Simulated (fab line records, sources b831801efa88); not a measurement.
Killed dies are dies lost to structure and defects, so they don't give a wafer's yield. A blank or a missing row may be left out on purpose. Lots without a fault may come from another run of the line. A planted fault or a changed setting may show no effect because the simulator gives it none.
Chamber matching | flow gf180mcu | GF_V3_CVD_02 on pecvd-03: 3 sister chambers
The step deposits SiO2 from TEOS, target thk 850 nm, time 94.851 s. 16 wafers are shown with their chamber, then 8 later ones without.

WAFERS WITH THEIR CHAMBER
wafer  | chamber | heater_power_w (W)
L074.2 | 1       | 695
L074.5 | 1       | 561
L074.6 | 0       | 618
L078.2 | 2       | 857
L078.4 | 1       | 682
L078.6 | 0       | 771
L083.2 | 1       | 588
L083.3 | 0       | 656
L083.6 | 0       | 722
L087.2 | 0       | 697
L087.4 | 2       | 858
L087.6 | 0       | 771
L089.1 | 1       | 646
L089.3 | 0       | 762
L089.6 | 1       | 680
L091.2 | 1       | 684

SIGNATURES (means of the wafers above)
reading        | chamber 0 | chamber 1 | chamber 2 | scatter within a chamber
heater_power_w | 713.86    | 648.00    | 857.50    | 54.5
Rule: a wafer's distance from a chamber is the root of the sum, over the readings, of the square of ((its reading less the chamber's mean) divided by the reading's scatter). The wafer belongs to the nearest chamber; if the next one is less than 2 further off, it can't be placed. The scatter: the root of (the sum of the squares of (reading less its chamber's mean) over the shown wafers, divided by (wafers less chambers)).

WAFERS WITHOUT THEIR CHAMBER
wafer  | heater_power_w (W)
L091.3 | 844
L091.4 | 705
L094.2 | 730
L094.4 | 573
L094.6 | 867
L096.1 | 752
L096.2 | 699
L096.6 | 772

WHICH CHAMBER EACH WENT THROUGH
wafer  | from the rows above          | in truth
L091.3 | 2                            | 2
L091.4 | can't be placed: 0 or 1      | 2
L094.2 | can't be placed: 0 or 1      | 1
L094.4 | can't be placed: 1 or 0      | 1
L094.6 | 2                            | 2
L096.1 | can't be placed: 0 or 1 or 2 | 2
L096.2 | can't be placed: 0 or 1      | 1
L096.6 | can't be placed: 0 or 2 or 1 | 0
Placed correctly: 2 of 8. Can't be placed from these rows: 6 (the true chamber is among the candidates in 5). Placed wrongly: 0.
